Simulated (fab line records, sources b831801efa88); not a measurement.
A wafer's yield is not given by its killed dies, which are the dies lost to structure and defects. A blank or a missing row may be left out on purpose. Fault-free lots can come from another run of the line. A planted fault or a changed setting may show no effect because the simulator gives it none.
2 desks, one fault / flow sky130 / each desk holds nothing but its own numbers, with what lay behind them at the end

## FROM THE METROLOGY DESK
What the gauges read for every lot (on any tool): the sampled wafers with a number, averaged. The brackets show how far a lot's mean lies from the usual mean; more than 4 standard deviations puts the lot out of limits, marked OUT.
Columns: A = NWELL_TW at SKY_NWELL_TW_MEAS_15, usual 1815
lot=L504; first seen here=day 4 15:37; A=1822
lot=L505; first seen here=day 4 23:19; A=1821
lot=L507; first seen here=day 6 05:26; A=1806
lot=L508; first seen here=day 6 14:26; A=1819
lot=L512; first seen here=day 6 23:10; A=1815
lot=L513; first seen here=day 7 03:50; A=1820
lot=L516; first seen here=day 7 19:50; A=1813
lot=L515; first seen here=day 7 20:46; A=1819
lot=L517; first seen here=day 8 04:44; A=1827
lot=L518; first seen here=day 8 08:31; A=1808
lot=L519; first seen here=day 8 13:25; A=1817
lot=L520; first seen here=day 8 18:25; A=1820
lot=L524; first seen here=day 10 00:26; A=1799
Result from this desk: across the 13 lots, nothing is out of limits.

## THE TOOL OWNER'S DESK: implanter-01
SKY_VT_ADJUST_LVTN_IMPLANT_08, tool's own readings: per-lot mean of the sampled wafers with a number, covering each lot this tool ran. The brackets show how far a lot's mean lies from the usual mean; more than 4 standard deviations puts the lot out of limits, marked OUT.
Columns: A = dose_ions_cm2 at SKY_VT_ADJUST_LVTN_IMPLANT_08, usual 1.5702e+12
lot=L504; first seen here=day 7 02:13; A=1.5698e+12
lot=L518; first seen here=day 11 06:04; A=1.5712e+12
lot=L519; first seen here=day 11 11:31; A=1.5721e+12
lot=L520; first seen here=day 11 18:16; A=1.4967e+12 (-46) OUT
lot=L524; first seen here=day 13 03:29; A=1.4998e+12 (-44) OUT
This desk finds L520, L524 out of limits, L520 being first, at day 11 18:16 (dose_ions_cm2 at SKY_VT_ADJUST_LVTN_IMPLANT_08). L504, L518, L519: within limits.

## ALL TOGETHER
On L520, L524, at day 11 18:16, an alarm was possible from the tool owner's desk.
Metrology desk: nothing out of limits seen.
The metrology desk has L520, L524 on record, within its limits.
Of the lots named, all ran SKY_VT_ADJUST_LVTN_IMPLANT_08 on implanter-01.

## WHAT THE SIMULATOR HAD INSERTED
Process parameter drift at SKY_VT_ADJUST_LVTN_IMPLANT_08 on implanter-01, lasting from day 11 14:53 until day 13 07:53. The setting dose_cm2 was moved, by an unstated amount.
Struck lots among those shown: L520, L524.
Delay in hours, fault start to first out-of-limits reading, by desk: the tool owner's desk at 3.
